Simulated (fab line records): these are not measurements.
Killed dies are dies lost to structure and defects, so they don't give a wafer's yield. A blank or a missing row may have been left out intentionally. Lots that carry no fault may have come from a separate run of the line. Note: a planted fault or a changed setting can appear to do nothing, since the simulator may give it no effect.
2 desks looking at one fault | flow sky130 | every desk sees just its own numbers, and what lay behind them comes last

## METROLOGY DESK
What the gauges read for every lot (on any tool): the sampled wafers with a number, averaged. Marked OUT: a lot whose mean sits more than 4 standard deviations from the usual mean, which makes it out of limits; the brackets give that distance.
Columns: A = cd_nm at SKY_VT_ADJUST_HVTP_CD_MEAS_07, usual 379.0 nm; B = VT_ADJUST_HVTP_TW at SKY_VT_ADJUST_HVTP_TW_MEAS_11, usual 1347; C = VT_ADJUST_PCH_TW at SKY_VT_ADJUST_PCH_TW_MEAS_10, usual 142.4
lot  | first seen here | A     | B    | C
L333 | day 6 09:40     | 380.2 | 1348 | 143.5
L335 | day 6 19:17     | 376.6 | 1340 | 142.9
L336 | day 7 03:04     | 376.9 | 1347 | 143.0
L337 | day 7 06:02     | 379.0 | 1343 | 141.4
L338 | day 7 13:15     | 377.4 | 1352 | 142.9
L341 | day 8 14:40     | 380.6 | 1355 | 142.9
L343 | day 9 02:16     | 382.1 | 1342 | 142.8
L348 | day 10 15:47    | 377.1 | 1333 | 143.4
L349 | day 10 19:11    | 381.0 | 1352 | 143.4
L350 | day 11 02:08    | 381.1 | 1360 | 143.5
L351 | day 11 06:12    | 378.8 | 1348 | 141.2
L352 | day 11 06:16    | 378.8 | 1363 | 143.3
L353 | day 11 15:05    | 380.4 | 1346 | 141.9
L355 | day 12 02:19    | 379.3 | 1328 | 142.8
Result from this desk: across the 14 lots, nothing is out of limits.

## AT THE TOOL OWNER'S DESK: litho_track-02
At SKY_VT_ADJUST_NCORE_SOFTBAKE_03 (time 60 s), the tool's own readings, given per lot that ran on this tool as the mean of the sampled wafers with a number. Marked OUT: a lot whose mean sits more than 4 standard deviations from the usual mean, which makes it out of limits; the brackets give that distance.
Columns: A = heater_power_total_W at SKY_VT_ADJUST_NCORE_SOFTBAKE_03, usual 56.60 W; B = resist_line_temp_C at SKY_VT_ADJUST_NCORE_SOFTBAKE_03, usual 23.02 C; C = run_length_s at SKY_VT_ADJUST_NCORE_SOFTBAKE_03, usual 89.12 s
lot  | first seen here | A               | B     | C
L333 | day 8 11:55     | 56.56           | 23.00 | 88.99
L336 | day 9 06:34     | 56.62           | 22.82 | 89.02
L338 | day 9 17:33     | 56.59           | 23.00 | 89.10
L341 | day 10 22:25    | 58.92 (+54) OUT | 22.93 | 82.41 (-42) OUT
L343 | day 11 11:45    | 58.91 (+54) OUT | 23.06 | 82.50 (-41) OUT
L351 | day 13 19:08    | 56.63           | 23.11 | 88.97
This desk's verdict: out of limits on L341, L343, starting with L341 at day 10 22:25 (heater_power_total_W at SKY_VT_ADJUST_NCORE_SOFTBAKE_03). Within limits: L333, L336, L338, L351.

## PUT TOGETHER
The tool owner's desk could have raised an alarm at day 10 22:25, on L341, L343.
From the metrology desk's view, nothing was out of limits.
The metrology desk has L341, L343 on record, within its limits.
The lots listed all ran SKY_VT_ADJUST_NCORE_SOFTBAKE_03 on litho_track-02.

## WHAT HAD BEEN PUT IN BY THE SIMULATOR
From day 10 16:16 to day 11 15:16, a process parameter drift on litho_track-02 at SKY_VT_ADJUST_NCORE_SOFTBAKE_03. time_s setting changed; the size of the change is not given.
Shown lots that were struck: L341, L343.
Hours from the fault's start to each desk's first reading out of limits: the tool owner's desk, 6.
